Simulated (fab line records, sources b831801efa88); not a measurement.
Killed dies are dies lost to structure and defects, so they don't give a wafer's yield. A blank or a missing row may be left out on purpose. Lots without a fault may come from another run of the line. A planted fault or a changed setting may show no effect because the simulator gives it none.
fab line records | flow sky130
record lots=13 wafers=39 last_day=50
route steps=708 shown CONTACT@423 VIA4@640 METAL5@664 PAD_OPEN@708
lots that met no fault: from a run of the same line without faults
start_h: hours from the record's first day to the start of the lot's first wafer shown | wait_h: hours since the lot's step before | " the same as in the row above | L1.1+2: a row that stands for several wafers | - no value, or no start given | * or withheld: withheld | < > ~ a bound
route shown NAME@n: a module of which the file shows steps, and the number in the route of the first | usual: mean/standard deviation of fault-free wafers | same: alike in all rows | chamber/n: place in a boat | sites: the reading at each site | _std_site: their standard deviation | _edge_site: outer sites' mean less inner sites' | radius_mm: how far each site lies from the wafer's centre | mask NAME#n: copy n | behind: the tool/chamber that last shaped the wafer | hold: why the lot was held/for how many hours/how that ended | device: the transistor (n, p or np) that didn't switch | end of line: the same wafers' tests at the end of the route | a step without rows: its recipe alone | killed: dies lost to structure and defects at the first sort, not the wafer's yield | map: a wafer's dies, x killed, . not, _ none there
set.NAME: the setting as run; set.NAME@STEP: as run at that earlier step | model.NAME: the simulator's own value behind a step, which no gauge read
steps of the route over a sample of lots; a table a step, a row a wafer
services: from which hour (start_h, from the record's first day; less than 0 if before it) a tool's chamber was out of use, for how many hours, and why
## steps
# step SKY_CONTACT_ETCH_17
# recipe target=SiO2 chemistry=C4F8/O2/Ar stop_on=Si3N4 mask_material=KrF-thick source_w=1500 bias_w=1200 pressure_mtorr=40 c4f8_flow_sccm=withheld O2_flow_sccm=6 Ar_flow_sccm=300 time_s=withheld target_depth_a=3400
# usual bias_w=1201/3.4 oes_product_au=0.891/0.0048 rf_fwd_power_W=1488/5
# columns lot.wafer tool chamber start_h wait_h bias_w oes_product_au rf_fwd_power_W
L753.1 rie_diel-02 1 732.26 0.0 1198 0.886 1489
L753.3 " 3 " " 1196 0.893 1494
L753.5 " 0 " " 1204 0.895 1487
L754.2 rie_diel-04 1 734.92 0.0 1193 0.893 1495
L754.3 " 0 " " 1202 0.890 1488
L754.5 " 2 " " 1201 0.888 1484
L755.2 rie_diel-04 1 750.58 0.0 1205 0.893 1486
L755.5 " 2 " " 1200 0.891 1485
L755.6 " 3 " " 1205 0.891 1486
L756.1 rie_diel-02 1 751.42 0.0 1203 0.897 1493
L756.4 " 2 " " 1203 0.884 1482
L756.6 " 1 " " 1206 0.888 1496
L758.2 rie_diel-03 3 773.88 0.0 1206 0.894 1485
L758.4 " 1 " " 1202 0.889 1487
L758.5 " 2 " " 1205 0.897 1487
L759.2 rie_diel-02 0 780.46 0.0 1202 0.895 1499
L759.3 " 2 " " 1202 0.888 1474
L759.5 " 0 " " 1203 0.896 1489
L761.1 rie_diel-04 3 819.31 0.0 1203 0.888 1486
L761.2 " 1 " " 1201 0.881 1479
L761.5 " 1 " " 1203 0.882 1484
L764.2 rie_diel-02 2 821.28 0.0 1205 0.894 1476
L764.3 " 3 " " 1198 0.897 1495
L764.6 " 3 " " 1201 0.894 1491
L766.1 rie_diel-02 0 835.73 0.0 1195 0.896 1494
L766.2 " 3 " " 1202 0.896 1483
L766.3 " 1 " " 1198 0.890 1494
L771.2 rie_diel-03 2 865.76 0.0 1205 0.890 1489
L771.3 " 1 " " 1200 0.890 1494
L771.6 " 2 " " 1203 0.893 1489
L773.2 rie_diel-03 0 877.38 0.0 1196 0.886 1488
L773.3 " 3 " " 1196 0.888 1490
L773.4 " 1 " " 1194 0.886 1491
L775.1 rie_diel-02 0 897.31 0.0 1199 0.897 1486
L775.3 " 3 " " 1194 0.898 1490
L775.4 " 2 " " 1198 0.897 1486
L776.2 rie_diel-02 0 899.28 0.0 1200 0.886 1487
L776.4 " 3 " " 1196 0.890 1487
L776.5 " 3 " " 1201 0.888 1487
# step SKY_VIA4_THK_MEAS_01
# recipe reads=SiO2_of_VIA4_HDPCVD_00
# usual VIA4_HDPCVD_THK=1749/22
# columns lot.wafer tool chamber start_h wait_h VIA4_HDPCVD_THK[nm]
L753.1 film_metro-02 - 978.51 0.2 1723
L753.3 " - " " 1718
L753.5 " - " " 1693
L754.2 film_metro-01 - 980.94 0.2 1744
L754.3 " - " " 1730
L754.5 " - " " 1724
L755.2 film_metro-01 - 991.91 0.1 1757
L755.5 " - " " 1770
L755.6 " - " " 1730
L756.1 film_metro-02 - 993.65 0.1 1773
L756.4 " - " " 1779
L756.6 " - " " 1777
L758.2 film_metro-02 - 1012.59 0.1 1721
L758.4 " - " " 1745
L758.5 " - " " 1713
L759.2 film_metro-02 - 1020.19 0.1 1771
L759.3 " - " " 1754
L759.5 " - " " 1738
L761.1 film_metro-02 - 1054.67 0.1 1741
L761.2 " - " " 1754
L761.5 " - " " 1739
L764.2 film_metro-04 - 1055.86 0.1 1715
L764.3 " - " " 1751
L764.6 " - " " 1744
L766.1 film_metro-01 - 1065.18 0.1 1764
L766.2 " - " " 1754
L766.3 " - " " 1751
L771.2 film_metro-02 - 1088.49 0.1 1757
L771.3 " - " " 1742
L771.6 " - " " 1782
L773.2 film_metro-01 - 1101.62 0.1 1754
L773.3 " - " " 1792
L773.4 " - " " 1785
L775.1 film_metro-02 - 1115.72 0.1 1776
L775.3 " - " " 1757
L775.4 " - " " 1777
L776.2 film_metro-02 - 1116.04 0.1 1806
L776.4 " - " " 1809
L776.5 " - " " 1744
# step SKY_METAL5_SPUTTER_03
# recipe material=Ti target_thk_nm=5 power_w=3000 time_s=3.3 chamber_pressure_pa=0.4
# usual throttle_valve_pct=30.2/0.68
# columns lot.wafer tool chamber start_h wait_h throttle_valve_pct
L753.1 pvd_sputter-02 - 1003.96 0.0 29.2
L753.3 " - " " 30.0
L753.5 " - " " 30.1
L754.2 pvd_sputter-01 - 1006.27 0.0 31.4
L754.3 " - " " 30.6
L754.5 " - " " 30.0
L755.2 pvd_sputter-02 - 1017.01 0.0 29.6
L755.5 " - " " 29.3
L755.6 " - " " 30.1
L756.1 pvd_sputter-02 - 1018.11 0.0 29.9
L756.4 " - " " 29.7
L756.6 " - " " 29.6
L758.2 pvd_sputter-02 - 1037.80 0.0 29.7
L758.4 " - " " 30.1
L758.5 " - " " 29.9
L759.2 pvd_sputter-03 - 1044.06 0.0 30.7
L759.3 " - " " 30.2
L759.5 " - " " 30.1
L761.1 pvd_sputter-02 - 1077.94 0.0 29.7
L761.2 " - " " 30.1
L761.5 " - " " 30.0
L764.2 pvd_sputter-01 - 1079.34 0.0 31.2
L764.3 " - " " 30.8
L764.6 " - " " 29.8
L766.1 pvd_sputter-03 - 1088.81 0.0 30.1
L766.2 " - " " 29.2
L766.3 " - " " 30.6
L771.2 pvd_sputter-03 - 1110.46 0.0 30.5
L771.3 " - " " 29.9
L771.6 " - " " 29.2
L773.2 pvd_sputter-02 - 1122.39 0.0 29.7
L773.3 " - " " 29.3
L773.4 " - " " 29.8
L775.1 pvd_sputter-01 - 1135.72 0.0 31.1
L775.3 " - " " 30.8
L775.4 " - " " 30.0
L776.2 pvd_sputter-03 - 1136.02 0.0 29.3
L776.4 " - " " 30.2
L776.5 " - " " 29.7
# step SKY_METAL5_RS_MEAS_05
# recipe thk_meas_gauge=four-point-probe reads=TiN_of_METAL5_SPUTTER_04+Ti_of_METAL5_SPUTTER_03+AlCu_of_METAL5_SPUTTER_02+TiN_of_METAL5_SPUTTER_01+Ti_of_METAL5_SPUTTER_00
# usual METAL5_ALCU_RS=0.0271/0.00035
# columns lot.wafer tool chamber start_h wait_h METAL5_ALCU_RS[ohm/sq]
L753.1 film_metro-02 - 1004.03 0.0 0.0273
L753.3 " - " " 0.0269
L753.5 " - " " 0.0269
L754.2 film_metro-02 - 1006.36 0.0 0.0268
L754.3 " - " " 0.0271
L754.5 " - " " 0.0275
L755.2 film_metro-03 - 1017.10 0.0 0.0273
L755.5 " - " " 0.0274
L755.6 " - " " 0.0271
L756.1 film_metro-03 - 1018.18 0.0 0.0270
L756.4 " - " " 0.0271
L756.6 " - " " 0.0271
L758.2 film_metro-03 - 1037.89 0.0 0.0268
L758.4 " - " " 0.0267
L758.5 " - " " 0.0266
L759.2 film_metro-02 - 1044.15 0.0 0.0276
L759.3 " - " " 0.0272
L759.5 " - " " 0.0273
L761.1 film_metro-03 - 1078.01 0.0 0.0269
L761.2 " - " " 0.0267
L761.5 " - " " 0.0269
L764.2 film_metro-01 - 1079.42 0.0 0.0269
L764.3 " - " " 0.0270
L764.6 " - " " 0.0272
L766.1 film_metro-02 - 1088.87 0.0 0.0279
L766.2 " - " " 0.0282
L766.3 " - " " 0.0280
L771.2 film_metro-02 - 1110.55 0.0 0.0277
L771.3 " - " " 0.0275
L771.6 " - " " 0.0277
L773.2 film_metro-02 - 1122.48 0.0 0.0267
L773.3 " - " " 0.0269
L773.4 " - " " 0.0270
L775.1 film_metro-02 - 1135.79 0.0 0.0271
L775.3 " - " " 0.0272
L775.4 " - " " 0.0272
L776.2 film_metro-03 - 1136.11 0.0 0.0274
L776.4 " - " " 0.0269
L776.5 " - " " 0.0267
# step SKY_PAD_OPEN_PROBE_99
# usual killed_at_M0_to_M3=43/6.4 killed_at_M4_up=2.9/1.7 killed_at_contacts=24/5 killed_at_front_end=15/4 killed_at_other=0.4/0.62 killed_dies=86/9.3 killed_on_rim=17/3.5 killed_open=47/6.8 killed_short=38/5.8
# same gross_dies=492 killed_at_back_side=0
# columns lot.wafer tool chamber start_h wait_h killed_at_M0_to_M3 killed_at_M4_up killed_at_contacts killed_at_front_end killed_at_other killed_dies killed_on_rim killed_open killed_short
L753.1 prober-02 - 1072.64 0.1 43 4 33 12 0 92 20 51 40
L753.3 prober-02 - 1072.74 0.2 53 4 21 15 1 94 18 48 46
L753.5 prober-02 - 1072.84 0.2 51 1 30 18 0 100 20 50 49
L759.2 prober-02 - 1109.86 0.1 45 2 25 13 0 85 21 42 43
L759.3 prober-02 - 1109.91 0.2 29 4 16 16 0 65 8 33 31
L759.5 prober-02 - 1110.01 0.2 45 4 23 21 0 93 16 44 48
L764.2 prober-02 - 1141.90 0.1 44 0 22 13 0 79 16 39 40
L764.3 prober-02 - 1141.95 0.2 33 3 58 10 0 104 25 42 24
L764.6 prober-02 - 1142.10 0.2 31 3 65 9 1 109 29 37 28
L766.1 prober-02 - 1150.34 0.1 50 1 21 18 0 90 23 45 45
L766.2 prober-02 - 1150.39 0.1 38 2 61 10 1 112 25 36 33
L766.3 prober-02 - 1150.44 0.2 47 3 22 24 0 96 20 55 40
L771.2 prober-02 - 1168.81 0.1 46 2 31 12 0 91 19 54 37
L771.3 prober-02 - 1168.86 0.2 40 4 27 12 1 84 20 48 36
L771.6 prober-02 - 1169.01 0.2 46 2 21 17 0 86 10 45 40
L775.1 prober-01 - 1190.34 0.1 47 4 28 12 0 91 19 51 39
L775.3 prober-01 - 1190.44 0.2 47 2 22 15 0 86 18 44 41
L775.4 prober-01 - 1190.49 0.2 51 3 28 12 0 94 18 47 47
# killed by level:class
L753.1 LI_CONTACT:geometric_particle:open=10 VIA3:geometric_particle:open=10 CONTACT:geometric_particle:open=9 LI_CONTACT:geometric_particle:short=8 VIA1:geometric_particle:open=8 METAL1:geometric_particle:short=5 CONTACT:geometric_particle:short=4 VIA2:geometric_particle:open=4
L753.3 VIA1:geometric_particle:open=10 VIA2:geometric_particle:open=10 LI_CONTACT:geometric_particle:short=9 VIA3:geometric_particle:open=8 CONTACT:geometric_particle:open=6 VIA3:geometric_particle:short=5 VIA1:geometric_particle:short=5 VIA2:geometric_particle:short=5
L753.5 VIA1:geometric_particle:open=10 METAL1:geometric_particle:short=9 VIA3:geometric_particle:open=9 CONTACT:geometric_particle:open=8 LI_CONTACT:geometric_particle:open=6 VIA2:geometric_particle:open=6 CONTACT:geometric_particle:short=6 LOCAL_INTERCONNECT:geometric_particle:short=5
L759.2 METAL2:geometric_particle:short=11 CONTACT:geometric_particle:open=10 VIA1:geometric_particle:open=9 LOCAL_INTERCONNECT:geometric_particle:short=6 FIELD_ISO:geometric_particle:short=5 POLY_GATE:geometric_particle:open=5 VIA2:geometric_particle:open=5 LI_CONTACT:geometric_particle:open=4
L759.3 VIA3:geometric_particle:open=9 CONTACT:geometric_particle:open=7 VIA1:geometric_particle:open=7 FIELD_ISO:geometric_particle:open=4 METAL2:geometric_particle:short=4 METAL3:geometric_particle:short=4 FIELD_ISO:geometric_particle:short=3 LI_CONTACT:geometric_particle:short=3
L759.5 VIA2:geometric_particle:open=8 METAL2:geometric_particle:short=8 VIA1:geometric_particle:open=8 LI_CONTACT:geometric_particle:open=6 CONTACT:geometric_particle:open=6 FIELD_ISO:geometric_particle:short=5 VIA3:geometric_particle:open=5 LOCAL_INTERCONNECT:geometric_particle:short=5
L764.2 VIA1:geometric_particle:open=15 METAL1:geometric_particle:short=12 POLY_GATE:geometric_particle:short=6 CONTACT:geometric_particle:open=6 CONTACT:geometric_particle:short=5 LOCAL_INTERCONNECT:geometric_particle:short=4 LI_CONTACT:geometric_particle:open=4 METAL2:geometric_particle:short=3
L764.3 CONTACT:unspecified=38 VIA1:geometric_particle:open=12 CONTACT:geometric_particle:open=9 VIA2:geometric_particle:open=5 METAL2:geometric_particle:short=4 CONTACT:geometric_particle:short=4 METAL1:geometric_particle:short=4 FIELD_ISO:geometric_particle:open=3
L764.6 CONTACT:unspecified=43 CONTACT:geometric_particle:open=9 METAL2:geometric_particle:short=5 LI_CONTACT:geometric_particle:open=5 VIA2:geometric_particle:open=5 VIA3:geometric_particle:open=5 METAL1:geometric_particle:short=4 VIA1:geometric_particle:open=4
L766.1 VIA1:geometric_particle:open=15 FIELD_ISO:geometric_particle:short=8 VIA2:geometric_particle:open=8 VIA3:geometric_particle:short=6 CONTACT:geometric_particle:open=6 CONTACT:geometric_particle:short=5 METAL1:geometric_particle:short=5 FIELD_ISO:geometric_particle:open=4
L766.2 CONTACT:unspecified=43 VIA1:geometric_particle:open=7 VIA2:geometric_particle:open=7 CONTACT:geometric_particle:short=5 CONTACT:geometric_particle:open=5 LI_CONTACT:geometric_particle:open=4 VIA1:geometric_particle:short=4 VIA3:geometric_particle:open=4
L766.3 VIA1:geometric_particle:open=15 LI_CONTACT:geometric_particle:open=7 VIA2:geometric_particle:open=7 FIELD_ISO:geometric_particle:short=6 FIELD_ISO:geometric_particle:open=6 POLY_GATE:geometric_particle:open=6 CONTACT:geometric_particle:short=6 CONTACT:geometric_particle:open=5
L771.2 VIA1:geometric_particle:open=14 CONTACT:geometric_particle:open=9 METAL2:geometric_particle:short=8 FIELD_ISO:geometric_particle:open=6 LI_CONTACT:geometric_particle:open=6 LOCAL_INTERCONNECT:geometric_particle:short=6 CONTACT:geometric_particle:short=6 METAL1:geometric_particle:short=6
L771.3 VIA1:geometric_particle:open=13 METAL1:geometric_particle:short=9 CONTACT:geometric_particle:open=8 LI_CONTACT:geometric_particle:open=7 LI_CONTACT:geometric_particle:short=5 CONTACT:geometric_particle:short=5 VIA3:geometric_particle:open=4 FIELD_ISO:geometric_particle:open=3
L771.6 VIA1:geometric_particle:open=12 CONTACT:geometric_particle:short=7 METAL2:geometric_particle:short=7 POLY_GATE:geometric_particle:open=5 CONTACT:geometric_particle:open=5 VIA2:geometric_particle:short=4 VIA2:geometric_particle:open=4 VIA3:geometric_particle:open=4
L775.1 CONTACT:geometric_particle:open=12 VIA1:geometric_particle:open=10 VIA2:geometric_particle:open=9 LI_CONTACT:geometric_particle:open=7 CONTACT:geometric_particle:short=5 VIA1:geometric_particle:short=5 VIA3:geometric_particle:open=5 VIA3:geometric_particle:short=4
L775.3 VIA1:geometric_particle:open=15 CONTACT:geometric_particle:open=7 VIA3:geometric_particle:open=7 VIA2:geometric_particle:open=7 CONTACT:geometric_particle:short=6 FIELD_ISO:geometric_particle:short=5 LI_CONTACT:geometric_particle:open=5 METAL2:geometric_particle:short=5
L775.4 LI_CONTACT:geometric_particle:open=9 VIA3:geometric_particle:short=7 CONTACT:geometric_particle:open=7 CONTACT:geometric_particle:short=7 VIA1:geometric_particle:open=7 VIA2:geometric_particle:open=7 METAL2:geometric_particle:short=6 VIA1:geometric_particle:short=5
## services
# columns tool chamber start_h hours kind
rie_diel-02 2 739.39 3.7 repair
rie_diel-03 0 750.57 6.8 repair
rie_diel-03 2 802.65 51.1 repair
pvd_sputter-03 - 825.22 1.5 repair
rie_diel-04 1 847.79 16.5 repair
rie_diel-02 3 848.95 6.5 repair
pvd_sputter-02 - 853.85 2.6 repair
pvd_sputter-02 - 855.79 0.5 repair
pvd_sputter-03 - 873.51 0.6 repair
rie_diel-04 1 886.79 6.4 repair
pvd_sputter-01 - 889.57 2.6 repair
rie_diel-04 1 914.45 2.8 repair
rie_diel-04 1 977.49 1.9 repair
rie_diel-02 - 981.53 0.2 repair
rie_diel-02 3 1016.96 3.1 repair
pvd_sputter-03 - 1021.75 1.5 repair
pvd_sputter-03 - 1028.50 13.4 repair
rie_diel-03 - 1038.15 0.3 repair
rie_diel-02 3 1061.75 8.7 repair
pvd_sputter-02 - 1067.34 2.3 repair
rie_diel-02 2 1084.69 7.3 repair
pvd_sputter-03 - 1092.90 6.0 repair
pvd_sputter-02 - 1105.53 2.6 repair
rie_diel-02 - 1116.20 0.1 repair
## key
first_sign step=SKY_PAD_OPEN_PROBE_99 reading=killed_at_contacts direction=up sigmas=7.4 usual=24 struck=61
effect step=SKY_PAD_OPEN_PROBE_99 reading=killed_dies direction=up sigmas=2.4 usual=86 struck=108
met_at SKY_CONTACT_ETCH_17
struck_lots L764,L766
struck_wafers L764.3,L764.6,L766.2
tester_left_out L764,L766
not_acting_at SKY_VIA4_THK_MEAS_01,SKY_METAL5_SPUTTER_03,SKY_METAL5_RS_MEAS_05
onset_between 732.26 821.28
fault kind=chamber_particle_source tool=rie_diel-02 chamber=3 onset_h=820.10 steps=SKY_CONTACT_ETCH_17 rate_per_visit_cm2=1.3956 end_h=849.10
# tester_left_out: of these lots the tester's yield and bins aren't shown, on N5 and GAA mostly nor the transistor test; their killed dies are dies lost to structure and defects alone, not to doping, threshold or leakage, so they don't give the yield
